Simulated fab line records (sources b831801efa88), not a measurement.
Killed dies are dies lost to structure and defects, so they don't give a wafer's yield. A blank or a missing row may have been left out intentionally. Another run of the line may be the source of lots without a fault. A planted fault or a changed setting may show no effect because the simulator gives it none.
fab line records	flow sky130
record: lots: 13	wafers: 39	last_day: 50
route steps=708 shown LI_CONTACT@364 LOCAL_INTERCONNECT@388 PAD_OPEN@708
lots that met no fault: from a run of the same line without faults
start_h: the number of hours between the record's first day and the start of the first shown wafer of the lot	wait_h: how many hours have passed since the lot's step before this one	" the same as in the row above	L1.1+2: one row covering several wafers at once	- either no value or no given start	* or withheld: withheld	< > ~ a bound
route shown NAME@n: NAME is a module with steps in the file, n the number in the route of the first one	usual: average and standard deviation across the fault-free wafers	same: alike in all rows	chamber/n: place in a boat	sites: the reading at each site	_std_site: standard deviation across them	_edge_site: the outer-site mean with the inner-site mean subtracted	radius_mm: how far each site lies from the wafer's centre	mask NAME#n: copy n	behind: the most recent tool/chamber to have shaped the wafer	hold: what put the lot on hold/how long, in hours/how the hold closed	device: names the non-switching transistor (n, p or np)	end of line: the same wafers' tests at the end of the route	a step given without rows: its recipe and nothing more	killed: at the first sort, the dies lost to defects and structure; wafer yield is something else	map: per-die view of a wafer (x killed, . not killed, _ where there is no die)
set.NAME: the setting as run; set.NAME@STEP: as run at that earlier step	model.NAME: the simulator's own value behind a step, which no gauge read
steps of the route over a sample of lots; a table a step, a row a wafer
services: a tool's chamber out of use, with start hour (start_h, from the record's first day; less than 0 if before it), hours out, and reason
== steps ==
step: SKY_LI_CONTACT_CMP_02
recipe: material: PSG	down_force_psi: 4	platen_rpm: 60	pad_velocity_m_s: 0.94248
usual: head_pressure_psi: 3.999/0.0087	motor_current_A: 12.0/1.5	time_to_endpoint_s: 32/3.3
lot.wafer	tool	chamber	start_h	wait_h	head_pressure_psi	motor_current_A	time_to_endpoint_s
L662.3	cmp-01	3	657.80	0.0	3.995	12.6	30
L662.2	"	0	"	"	4.011	12.3	28
L662.6	"	0	"	"	4.006	12.6	30
L661.1	cmp-01	0	659.79	0.1	3.996	12.5	30
L661.2	"	3	"	"	4.007	13.0	34
L661.5	"	0	"	"	4.003	12.6	29
L668.2	cmp-02	2	707.15	0.0	3.998	12.4	34
L668.4	"	1	"	"	3.996	14.4	34
L668.5	"	3	"	"	3.996	10.6	36
L669.3	cmp-02	1	717.29	0.0	3.999	14.4	34
L669.4	"	3	"	"	4.001	10.7	38
L669.6	"	1	"	"	3.997	14.1	38
L672.4	cmp-01	2	736.69	0.2	3.978	9.4	29
L672.5	"	3	"	"	4.008	12.2	37
L672.6	"	0	"	"	3.991	12.6	31
L673.4	cmp-02	0	749.04	0.5	4.008	11.5	34
L673.2	"	2	"	"	4.000	12.8	36
L673.5	"	3	"	"	3.999	11.1	40
L675.1	cmp-01	3	770.15	0.1	3.994	12.4	33
L675.3	"	0	"	"	3.995	12.3	31
L675.5	"	1	"	"	4.000	11.7	31
L679.3	cmp-01	3	784.15	0.1	4.010	12.6	33
L679.4	"	1	"	"	3.994	11.8	28
L679.6	"	3	"	"	4.012	12.9	33
L680.4	cmp-02	3	793.49	0.1	3.993	10.9	36
L680.1	"	0	"	"	3.993	11.0	36
L680.5	"	1	"	"	3.991	14.2	32
L681.3	cmp-01	0	800.25	0.2	3.990	12.5	26
L681.6	"	1	"	"	4.003	11.8	31
L681.5	"	2	"	"	3.997	9.7	30
L682.4	cmp-02	1	804.40	0.0	4.018	15.3	29
L682.3	"	2	"	"	3.998	12.5	31
L682.5	"	1	"	"	4.005	15.4	32
L683.4	cmp-01	3	809.29	0.1	4.007	13.5	30
L683.3	"	0	"	"	3.992	13.3	27
L683.1	"	1	"	"	4.008	12.3	29
L684.1	cmp-02	0	820.49	0.1	3.996	10.9	31
L684.3	"	2	"	"	4.019	12.8	35
L684.2	"	3	"	"	4.010	10.7	34
step: SKY_LI_CONTACT_SPUTTER_19
recipe: material: Ti	target_thk_nm: 20	chamber_pressure_pa: 5	power_w: 2500	substrate_temp_c: 200	time_s: 106.37
usual: chamber_pressure_pa: 5.002/0.0095	throttle_valve_pct: 30.0/1.2
lot.wafer	tool	chamber	start_h	wait_h	chamber_pressure_pa	throttle_valve_pct
L662.2	pvd_sputter-02	-	686.14	0.0	5.010	32.0
L662.3	"	-	"	"	5.001	29.7
L662.6	"	-	"	"	4.994	28.8
L661.1	pvd_sputter-03	-	688.64	0.0	5.010	28.4
L661.2	"	-	"	"	5.005	30.1
L661.5	"	-	"	"	5.019	29.9
L668.2	pvd_sputter-01	-	735.33	0.0	4.996	29.1
L668.4	"	-	"	"	4.997	29.8
L668.5	"	-	"	"	4.985	29.0
L669.3	pvd_sputter-03	-	745.04	0.0	5.003	30.0
L669.4	"	-	"	"	4.990	31.2
L669.6	"	-	"	"	5.004	30.8
L672.4	pvd_sputter-03	-	762.92	0.0	4.970	28.4
L672.5	"	-	"	"	5.003	31.0
L672.6	"	-	"	"	5.019	31.1
L673.2	pvd_sputter-03	-	776.52	0.0	5.002	31.2
L673.4	"	-	"	"	4.742	32.0
L673.5	"	-	"	"	5.008	31.5
L675.1	pvd_sputter-03	-	797.20	0.0	4.725	32.0
L675.3	"	-	"	"	5.015	29.7
L675.5	"	-	"	"	4.726	32.0
L679.3	pvd_sputter-01	-	811.29	0.0	5.014	28.9
L679.4	"	-	"	"	4.994	29.8
L679.6	"	-	"	"	5.013	30.2
L680.1	pvd_sputter-02	-	821.06	0.0	5.005	29.1
L680.4	"	-	"	"	4.996	29.5
L680.5	"	-	"	"	5.002	29.6
L681.3	pvd_sputter-02	-	826.92	0.0	4.989	29.7
L681.5	"	-	"	"	5.002	28.8
L681.6	"	-	"	"	5.019	29.0
L682.3	pvd_sputter-02	-	830.64	0.0	4.992	29.0
L682.4	"	-	"	"	5.012	32.1
L682.5	"	-	"	"	5.001	29.1
L683.1	pvd_sputter-02	-	836.29	0.0	4.999	28.5
L683.3	"	-	"	"	4.997	32.3
L683.4	"	-	"	"	4.985	29.2
L684.1	pvd_sputter-01	-	846.94	0.0	5.008	29.9
L684.2	"	-	"	"	5.008	28.9
L684.3	"	-	"	"	5.004	30.1
step: SKY_LI_CONTACT_SPUTTER_20
recipe: material: TiN	target_thk_nm: 20	chamber_pressure_pa: 5	power_w: 4000	time_s: 80
usual: chamber_pressure_pa: 5.001/0.0098	throttle_valve_pct: 30.0/1.2
lot.wafer	tool	chamber	start_h	wait_h	chamber_pressure_pa	throttle_valve_pct
L662.2	pvd_sputter-02	-	686.21	0.0	4.991	32.0
L662.3	"	-	"	"	5.009	29.4
L662.6	"	-	"	"	4.998	28.6
L661.1	pvd_sputter-03	-	688.72	0.0	5.000	28.4
L661.2	"	-	"	"	4.999	30.0
L661.5	"	-	"	"	5.002	29.8
L668.2	pvd_sputter-01	-	735.41	0.0	5.010	29.1
L668.4	"	-	"	"	5.001	30.0
L668.5	"	-	"	"	5.007	29.1
L669.3	pvd_sputter-03	-	745.11	0.0	5.004	29.9
L669.4	"	-	"	"	5.004	30.8
L669.6	"	-	"	"	5.011	30.8
L672.4	pvd_sputter-03	-	762.99	0.0	4.993	28.4
L672.5	"	-	"	"	5.005	31.0
L672.6	"	-	"	"	5.009	31.5
L673.2	pvd_sputter-03	-	776.59	0.0	5.014	31.4
L673.4	"	-	"	"	5.009	31.0
L673.5	"	-	"	"	5.020	31.2
L675.1	pvd_sputter-03	-	797.28	0.0	4.985	30.9
L675.3	"	-	"	"	5.004	29.9
L675.5	"	-	"	"	5.007	30.9
L679.3	pvd_sputter-01	-	811.37	0.0	4.988	29.0
L679.4	"	-	"	"	5.011	29.6
L679.6	"	-	"	"	4.974	30.4
L680.1	pvd_sputter-02	-	821.14	0.0	5.007	29.0
L680.4	"	-	"	"	5.026	29.3
L680.5	"	-	"	"	5.001	29.7
L681.3	pvd_sputter-02	-	826.99	0.0	4.982	29.5
L681.5	"	-	"	"	4.986	28.4
L681.6	"	-	"	"	4.996	29.1
L682.3	pvd_sputter-02	-	830.71	0.0	5.000	29.2
L682.4	"	-	"	"	4.995	31.9
L682.5	"	-	"	"	4.994	29.2
L683.1	pvd_sputter-02	-	836.37	0.0	5.002	28.5
L683.3	"	-	"	"	5.005	32.2
L683.4	"	-	"	"	5.014	28.9
L684.1	pvd_sputter-01	-	847.02	0.0	5.012	30.2
L684.2	"	-	"	"	4.992	28.8
L684.3	"	-	"	"	4.996	30.2
step: SKY_LOCAL_INTERCONNECT_RS_MEAS_01
recipe: thk_meas_gauge: four-point-probe	reads: TiN_of_LOCAL_INTERCONNECT_SPUTTER_00
usual: LOCAL_INTERCONNECT_TIN_RS: 14.14/0.19
lot.wafer	tool	chamber	start_h	wait_h	LOCAL_INTERCONNECT_TIN_RS[ohm/sq]
L662.2	film_metro-03	-	686.96	0.1	14.23
L662.3	"	-	"	"	14.13
L662.6	"	-	"	"	13.97
L661.1	film_metro-01	-	689.55	0.0	14.20
L661.2	"	-	"	"	14.27
L661.5	"	-	"	"	14.25
L668.2	film_metro-01	-	736.16	0.1	13.92
L668.4	"	-	"	"	14.12
L668.5	"	-	"	"	14.04
L669.3	film_metro-01	-	745.88	0.1	14.16
L669.4	"	-	"	"	14.13
L669.6	"	-	"	"	14.01
L672.4	film_metro-03	-	763.78	0.1	14.11
L672.5	"	-	"	"	14.04
L672.6	"	-	"	"	14.24
L673.2	film_metro-03	-	777.34	0.1	13.62
L673.4	"	-	"	"	13.77
L673.5	"	-	"	"	13.83
L675.1	film_metro-01	-	798.01	0.0	14.50
L675.3	"	-	"	"	14.36
L675.5	"	-	"	"	14.50
L679.3	film_metro-03	-	812.14	0.1	14.40
L679.4	"	-	"	"	14.22
L679.6	"	-	"	"	14.28
L680.1	film_metro-01	-	821.86	0.0	13.95
L680.4	"	-	"	"	13.92
L680.5	"	-	"	"	14.04
L681.3	film_metro-03	-	827.76	0.1	14.16
L681.5	"	-	"	"	14.25
L681.6	"	-	"	"	14.09
L682.3	film_metro-04	-	831.48	0.1	14.27
L682.4	"	-	"	"	14.12
L682.5	"	-	"	"	14.16
L683.1	film_metro-03	-	837.26	0.1	14.06
L683.3	"	-	"	"	14.27
L683.4	"	-	"	"	14.14
L684.1	film_metro-04	-	847.88	0.0	14.06
L684.2	"	-	"	"	14.10
L684.3	"	-	"	"	14.20
step: SKY_PAD_OPEN_PROBE_99
usual: killed_at_M0_to_M3: 43/7.6	killed_at_M4_up: 2.8/1.9	killed_at_contacts: 24/4.7	killed_at_front_end: 16/4.4	killed_at_other: 0.2/0.4	killed_dies: 86/9.9	killed_on_rim: 17/3.9	killed_open: 47/8.2	killed_short: 39/6.3
same: gross_dies: 492	killed_at_back_side: 0
lot.wafer	tool	chamber	start_h	wait_h	killed_at_M0_to_M3	killed_at_M4_up	killed_at_contacts	killed_at_front_end	killed_at_other	killed_dies	killed_on_rim	killed_open	killed_short
L662.2	prober-01	-	1083.83	0.1	35	1	24	9	0	69	8	44	25
L662.3	prober-01	-	1083.88	0.2	49	1	26	12	0	88	20	56	32
L662.6	prober-01	-	1084.03	0.2	39	1	21	14	0	75	18	43	32
L661.1	prober-02	-	1084.48	0.1	43	0	28	12	0	83	19	41	42
L661.2	prober-02	-	1084.53	0.1	41	3	26	17	1	88	22	44	44
L661.5	prober-02	-	1084.68	0.2	30	3	28	17	0	78	16	38	40
L668.2	prober-01	-	1118.40	0.1	53	4	27	30	0	114	17	68	46
L668.4	prober-01	-	1118.50	0.2	39	7	22	21	1	90	18	46	44
L668.5	prober-01	-	1118.55	0.2	42	1	22	32	0	97	23	56	41
L669.3	prober-01	-	1125.33	0.2	50	4	25	17	0	96	22	61	35
L669.4	prober-01	-	1125.38	0.2	38	1	20	12	1	72	14	42	30
L669.6	prober-01	-	1125.48	0.2	46	3	30	20	0	99	18	58	41
L672.4	prober-02	-	1138.68	0.2	41	3	15	9	0	68	17	33	35
L672.5	prober-02	-	1138.73	0.2	42	5	19	11	0	77	17	42	35
L672.6	prober-02	-	1138.78	0.2	47	1	25	15	0	88	23	58	30
L673.2	prober-01	-	1148.78	0.1	55	1	26	24	0	106	23	59	47
L673.4	prober-01	-	1148.88	0.2	31	5	14	21	0	71	13	37	34
L673.5	prober-01	-	1148.93	0.2	38	4	24	11	1	78	16	39	39
L675.1	prober-01	-	1162.88	0.1	35	3	27	18	0	83	16	44	39
L675.3	prober-01	-	1162.98	0.2	46	2	21	21	0	90	19	46	44
L675.5	prober-01	-	1163.08	0.2	53	4	17	18	0	92	13	46	46
L679.3	prober-01	-	1174.64	0.2	38	1	28	14	0	81	13	44	37
L679.4	prober-01	-	1174.69	0.2	52	1	23	16	0	92	14	50	42
L679.6	prober-01	-	1174.79	0.2	39	2	27	14	1	83	17	50	33
L680.1	prober-02	-	1179.30	0.1	47	0	19	22	0	88	11	55	33
L680.4	prober-02	-	1179.45	0.2	49	0	29	15	0	93	17	55	38
L680.5	prober-02	-	1179.50	0.2	29	3	26	18	0	76	6	40	36
L681.3	prober-01	-	1181.76	0.2	41	1	17	18	0	77	14	44	33
L681.5	prober-01	-	1181.86	0.2	38	3	22	16	0	79	18	33	46
L681.6	prober-01	-	1181.91	0.2	27	3	20	17	0	67	16	46	21
L682.3	prober-02	-	1183.09	0.2	48	5	17	9	0	79	16	47	32
L682.4	prober-02	-	1183.14	0.2	42	2	27	12	1	84	18	41	43
L682.5	prober-02	-	1183.19	0.2	53	3	36	10	0	102	22	56	46
L683.1	prober-01	-	1189.34	0.1	40	2	23	11	0	76	18	41	35
L683.3	prober-01	-	1189.44	0.2	35	1	28	14	0	78	13	51	27
L683.4	prober-01	-	1189.49	0.2	34	3	26	11	1	75	18	34	41
L684.1	prober-02	-	1197.03	0.1	37	1	24	19	0	81	6	43	38
L684.2	prober-02	-	1197.08	0.1	46	1	28	14	0	89	18	47	42
L684.3	prober-02	-	1197.13	0.2	38	0	25	15	0	78	18	41	37
killed by level:class
L662.2 CONTACT:geometric_particle:open=12 VIA1:geometric_particle:open=10 VIA2:geometric_particle:open=6 POLY_GATE:geometric_particle:open=5 METAL1:geometric_particle:short=5 CONTACT:geometric_particle:short=5 METAL3:geometric_particle:short=3 LI_CONTACT:geometric_particle:short=3
L662.3 LI_CONTACT:geometric_particle:open=12 VIA1:geometric_particle:open=12 VIA3:geometric_particle:open=12 VIA1:geometric_particle:short=6 VIA2:geometric_particle:open=6 CONTACT:geometric_particle:short=5 FIELD_ISO:geometric_particle:open=3 FIELD_ISO:geometric_particle:short=3
L662.6 CONTACT:geometric_particle:open=10 VIA1:geometric_particle:open=9 LI_CONTACT:geometric_particle:open=6 VIA2:geometric_particle:open=6 METAL2:geometric_particle:short=5 FIELD_ISO:geometric_particle:open=4 VIA3:geometric_particle:open=4 METAL1:geometric_particle:short=4
L661.1 VIA1:geometric_particle:open=10 METAL1:geometric_particle:short=9 CONTACT:geometric_particle:open=7 LOCAL_INTERCONNECT:geometric_particle:short=6 VIA2:geometric_particle:open=6 FIELD_ISO:geometric_particle:short=5 CONTACT:geometric_particle:short=5 VIA1:geometric_particle:short=5
L661.2 VIA1:geometric_particle:open=12 CONTACT:geometric_particle:open=10 VIA1:geometric_particle:short=9 LI_CONTACT:geometric_particle:open=6 FIELD_ISO:geometric_particle:open=5 CONTACT:geometric_particle:short=4 METAL1:geometric_particle:short=4 METAL2:geometric_particle:short=4
L661.5 LI_CONTACT:geometric_particle:open=9 LOCAL_INTERCONNECT:geometric_particle:short=7 FIELD_ISO:geometric_particle:short=6 LI_CONTACT:geometric_particle:short=6 VIA2:geometric_particle:open=6 CONTACT:geometric_particle:open=5 VIA3:geometric_particle:short=5 POLY_GATE:geometric_particle:open=4
L668.2 CONTACT:geometric_particle:open=16 VIA1:geometric_particle:open=11 POLY_GATE:geometric_particle:open=9 METAL2:geometric_particle:short=9 POLY_GATE:geometric_particle:short=8 VIA3:geometric_particle:open=7 FIELD_ISO:geometric_particle:short=6 VIA1:geometric_particle:short=6
L668.4 VIA1:geometric_particle:open=9 POLY_GATE:geometric_particle:short=7 CONTACT:geometric_particle:open=6 VIA3:geometric_particle:open=6 LOCAL_INTERCONNECT:geometric_particle:short=5 VIA1:geometric_particle:short=5 VIA2:geometric_particle:open=5 POLY_GATE:geometric_particle:open=4
L668.5 POLY_GATE:geometric_particle:open=11 POLY_GATE:geometric_particle:short=8 CONTACT:geometric_particle:open=8 METAL1:geometric_particle:short=8 LI_CONTACT:geometric_particle:open=7 VIA2:geometric_particle:open=7 FIELD_ISO:geometric_particle:open=6 VIA1:geometric_particle:open=6
L669.3 VIA1:geometric_particle:open=16 CONTACT:geometric_particle:open=9 VIA3:geometric_particle:open=8 LI_CONTACT:geometric_particle:open=7 VIA2:geometric_particle:open=7 METAL2:geometric_particle:short=6 FIELD_ISO:geometric_particle:open=5 LOCAL_INTERCONNECT:geometric_particle:short=4
L669.4 VIA3:geometric_particle:open=9 LI_CONTACT:geometric_particle:open=6 CONTACT:geometric_particle:open=6 VIA2:geometric_particle:open=6 FIELD_ISO:geometric_particle:short=5 VIA1:geometric_particle:open=5 CONTACT:geometric_particle:short=4 METAL1:geometric_particle:short=4
L669.6 CONTACT:geometric_particle:open=15 VIA3:geometric_particle:open=11 VIA1:geometric_particle:open=9 POLY_GATE:geometric_particle:open=7 METAL2:geometric_particle:short=7 VIA2:geometric_particle:open=7 VIA3:geometric_particle:short=6 LI_CONTACT:geometric_particle:short=5
L672.4 VIA1:geometric_particle:open=9 VIA1:geometric_particle:short=6 VIA3:geometric_particle:open=6 LI_CONTACT:geometric_particle:open=5 METAL2:geometric_particle:short=5 FIELD_ISO:geometric_particle:short=4 METAL1:geometric_particle:short=4 VIA2:geometric_particle:short=4
L672.5 VIA1:geometric_particle:open=9 VIA3:geometric_particle:open=9 CONTACT:geometric_particle:open=7 LI_CONTACT:geometric_particle:open=6 METAL2:geometric_particle:short=5 METAL4:geometric_particle:short=5 POLY_GATE:geometric_particle:open=4 METAL1:geometric_particle:short=4
L672.6 VIA2:geometric_particle:open=12 LI_CONTACT:geometric_particle:open=11 CONTACT:geometric_particle:open=10 VIA3:geometric_particle:open=9 VIA1:geometric_particle:open=8 METAL1:geometric_particle:short=7 FIELD_ISO:geometric_particle:open=4 METAL3:geometric_particle:short=4
L673.2 CONTACT:geometric_particle:open=16 FIELD_ISO:geometric_particle:open=9 METAL2:geometric_particle:short=9 VIA3:geometric_particle:short=7 VIA1:geometric_particle:open=6 VIA2:geometric_particle:short=6 VIA1:geometric_particle:short=5 POLY_GATE:geometric_particle:open=4
L673.4 FIELD_ISO:geometric_particle:short=7 VIA1:geometric_particle:open=7 METAL2:geometric_particle:short=7 FIELD_ISO:geometric_particle:open=5 LI_CONTACT:geometric_particle:open=5 VIA3:geometric_particle:open=5 METAL4:geometric_particle:short=5 POLY_GATE:geometric_particle:short=4
L673.5 CONTACT:geometric_particle:open=11 METAL1:geometric_particle:short=8 VIA1:geometric_particle:open=6 CONTACT:geometric_particle:short=5 VIA3:geometric_particle:short=5 VIA3:geometric_particle:open=4 METAL3:geometric_particle:short=4 FIELD_ISO:geometric_particle:short=3
L675.1 CONTACT:geometric_particle:open=9 LI_CONTACT:geometric_particle:open=7 METAL2:geometric_particle:short=7 FIELD_ISO:geometric_particle:short=6 VIA2:geometric_particle:open=6 LOCAL_INTERCONNECT:geometric_particle:open=5 METAL1:geometric_particle:short=5 FIELD_ISO:geometric_particle:open=3
L675.3 VIA1:geometric_particle:open=11 CONTACT:geometric_particle:open=8 VIA2:geometric_particle:open=6 VIA3:geometric_particle:open=6 FIELD_ISO:geometric_particle:open=5 POLY_GATE:geometric_particle:short=5 METAL1:geometric_particle:short=5 CONTACT:geometric_particle:short=5
L675.5 VIA1:geometric_particle:open=12 METAL2:geometric_particle:short=10 FIELD_ISO:geometric_particle:open=7 VIA2:geometric_particle:open=7 METAL1:geometric_particle:short=7 VIA3:geometric_particle:open=6 LI_CONTACT:geometric_particle:open=5 CONTACT:geometric_particle:open=5
L679.3 CONTACT:geometric_particle:open=13 VIA1:geometric_particle:open=11 METAL1:geometric_particle:short=6 METAL2:geometric_particle:short=6 CONTACT:geometric_particle:short=5 POLY_GATE:geometric_particle:short=4 LI_CONTACT:geometric_particle:open=4 LI_CONTACT:geometric_particle:short=3
L679.4 VIA1:geometric_particle:open=12 CONTACT:geometric_particle:open=12 VIA1:geometric_particle:short=9 METAL2:geometric_particle:short=8 LI_CONTACT:geometric_particle:open=5 VIA3:geometric_particle:open=5 VIA2:geometric_particle:open=5 FIELD_ISO:geometric_particle:short=4
L679.6 CONTACT:geometric_particle:open=11 VIA2:geometric_particle:open=9 VIA1:geometric_particle:open=8 LI_CONTACT:geometric_particle:open=7 VIA3:geometric_particle:open=6 FIELD_ISO:geometric_particle:short=5 METAL2:geometric_particle:short=5 LOCAL_INTERCONNECT:geometric_particle:short=4
L680.1 VIA1:geometric_particle:open=15 CONTACT:geometric_particle:open=8 FIELD_ISO:geometric_particle:short=6 POLY_GATE:geometric_particle:open=6 VIA2:geometric_particle:open=6 VIA3:geometric_particle:open=6 LI_CONTACT:geometric_particle:open=5 FIELD_ISO:geometric_particle:open=4
L680.4 CONTACT:geometric_particle:open=16 VIA2:geometric_particle:open=13 VIA1:geometric_particle:open=11 POLY_GATE:geometric_particle:short=7 METAL2:geometric_particle:short=6 CONTACT:geometric_particle:short=5 METAL1:geometric_particle:short=5 VIA3:geometric_particle:open=5
L680.5 CONTACT:geometric_particle:open=8 LI_CONTACT:geometric_particle:open=7 CONTACT:geometric_particle:short=7 METAL2:geometric_particle:short=6 FIELD_ISO:geometric_particle:open=5 VIA1:geometric_particle:open=5 VIA2:geometric_particle:open=5 POLY_GATE:geometric_particle:open=4
L681.3 VIA3:geometric_particle:open=9 VIA1:geometric_particle:short=8 VIA1:geometric_particle:open=8 CONTACT:geometric_particle:open=7 FIELD_ISO:geometric_particle:short=5 FIELD_ISO:geometric_particle:open=5 POLY_GATE:geometric_particle:short=5 LOCAL_INTERCONNECT:geometric_particle:open=5
L681.5 CONTACT:geometric_particle:open=9 METAL2:geometric_particle:short=8 VIA1:geometric_particle:open=7 VIA3:geometric_particle:open=6 POLY_GATE:geometric_particle:short=6 VIA2:geometric_particle:short=6 FIELD_ISO:geometric_particle:short=4 LOCAL_INTERCONNECT:geometric_particle:short=4
L681.6 CONTACT:geometric_particle:open=8 FIELD_ISO:geometric_particle:open=7 VIA1:geometric_particle:open=7 LI_CONTACT:geometric_particle:open=5 POLY_GATE:geometric_particle:open=5 METAL1:geometric_particle:short=5 VIA3:geometric_particle:open=4 METAL4:geometric_particle:open=3
L682.3 VIA1:geometric_particle:open=13 VIA3:geometric_particle:open=9 LI_CONTACT:geometric_particle:open=8 METAL2:geometric_particle:short=6 CONTACT:geometric_particle:open=5 METAL3:geometric_particle:short=5 VIA2:geometric_particle:short=4 METAL4:geometric_particle:short=4
L682.4 VIA1:geometric_particle:open=9 VIA3:geometric_particle:open=8 LOCAL_INTERCONNECT:geometric_particle:short=7 CONTACT:geometric_particle:open=7 METAL1:geometric_particle:short=6 CONTACT:geometric_particle:short=5 FIELD_ISO:geometric_particle:short=4 LI_CONTACT:geometric_particle:open=4
L682.5 VIA1:geometric_particle:open=14 CONTACT:geometric_particle:open=14 VIA3:geometric_particle:open=9 LI_CONTACT:geometric_particle:short=6 LI_CONTACT:geometric_particle:open=6 VIA1:geometric_particle:short=6 CONTACT:geometric_particle:short=5 METAL1:geometric_particle:short=5
L683.1 METAL1:geometric_particle:short=8 CONTACT:geometric_particle:open=7 LI_CONTACT:geometric_particle:open=6 VIA1:geometric_particle:open=6 VIA2:geometric_particle:open=6 VIA3:geometric_particle:open=6 LOCAL_INTERCONNECT:geometric_particle:short=5 METAL3:geometric_particle:short=4
L683.3 LI_CONTACT:geometric_particle:open=10 CONTACT:geometric_particle:open=9 VIA3:geometric_particle:open=7 VIA1:geometric_particle:open=5 FIELD_ISO:geometric_particle:short=4 FIELD_ISO:geometric_particle:open=4 CONTACT:geometric_particle:short=4 METAL1:geometric_particle:short=4
L683.4 CONTACT:geometric_particle:open=10 VIA2:geometric_particle:open=7 METAL2:geometric_particle:short=7 FIELD_ISO:geometric_particle:short=6 METAL1:geometric_particle:short=6 LI_CONTACT:geometric_particle:open=5 CONTACT:geometric_particle:short=5 VIA1:geometric_particle:open=5
L684.1 CONTACT:geometric_particle:open=9 METAL1:geometric_particle:short=8 FIELD_ISO:geometric_particle:open=5 CONTACT:geometric_particle:short=5 LI_CONTACT:geometric_particle:open=5 VIA1:geometric_particle:open=5 METAL3:geometric_particle:short=5 FIELD_ISO:geometric_particle:short=4
L684.2 VIA1:geometric_particle:open=10 CONTACT:geometric_particle:open=9 VIA2:geometric_particle:open=8 VIA3:geometric_particle:open=7 METAL1:geometric_particle:short=6 CONTACT:geometric_particle:short=6 LI_CONTACT:geometric_particle:short=5 POLY_GATE:geometric_particle:short=4
L684.3 CONTACT:geometric_particle:open=10 METAL2:geometric_particle:short=7 VIA3:geometric_particle:open=7 LOCAL_INTERCONNECT:geometric_particle:short=6 VIA2:geometric_particle:open=6 VIA1:geometric_particle:open=5 FIELD_ISO:geometric_particle:open=4 CONTACT:geometric_particle:short=4
== services ==
tool	chamber	start_h	hours	kind
cmp-02	-	650.89	10.7	pm
pvd_sputter-03	-	671.51	1.1	repair
pvd_sputter-02	-	690.91	5.2	repair
cmp-02	-	703.34	2.3	repair
cmp-02	-	706.39	0.6	repair
cmp-01	-	744.00	4.0	pm
cmp-01	-	748.00	-	consumable_replace:conditioner
cmp-01	-	748.00	-	consumable_replace:pad
cmp-01	-	748.00	8.8	pm
pvd_sputter-01	-	765.70	4.1	repair
cmp-01	-	814.65	0.2	repair
pvd_sputter-01	-	825.58	0.7	repair
cmp-02	-	834.68	5.2	pm
pvd_sputter-01	-	836.26	3.3	repair
pvd_sputter-01	-	844.10	0.7	repair
== key ==
first_sign: step: SKY_LI_CONTACT_SPUTTER_19	reading: chamber_pressure_pa	direction: down	sigmas: 29	usual: 5.002	struck: 4.731
effect none on later readings
met_at SKY_LI_CONTACT_SPUTTER_19
struck_lots L673,L675
struck_wafers L673.4,L675.1,L675.5
tester_left_out L673,L675
not_acting_at SKY_LI_CONTACT_CMP_02,SKY_LI_CONTACT_SPUTTER_20,SKY_LOCAL_INTERCONNECT_RS_MEAS_01
onset_between 762.92 776.52
fault: kind: process_parameter_drift	tool: pvd_sputter-03	chamber: -	onset_h: 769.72	steps: SKY_LI_CONTACT_SPUTTER_19	channel: chamber_pressure_pa	offset: -0.27651	shape: step	end_h: 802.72	acts_in: these_recipes_only	stated: 5	scope: struck_wafers_only
tester_left_out: of these lots the tester's yield and bins aren't shown, on N5 and GAA mostly nor the transistor test; their killed dies are dies lost to structure and defects alone, not to doping, threshold or leakage, so they don't give the yield
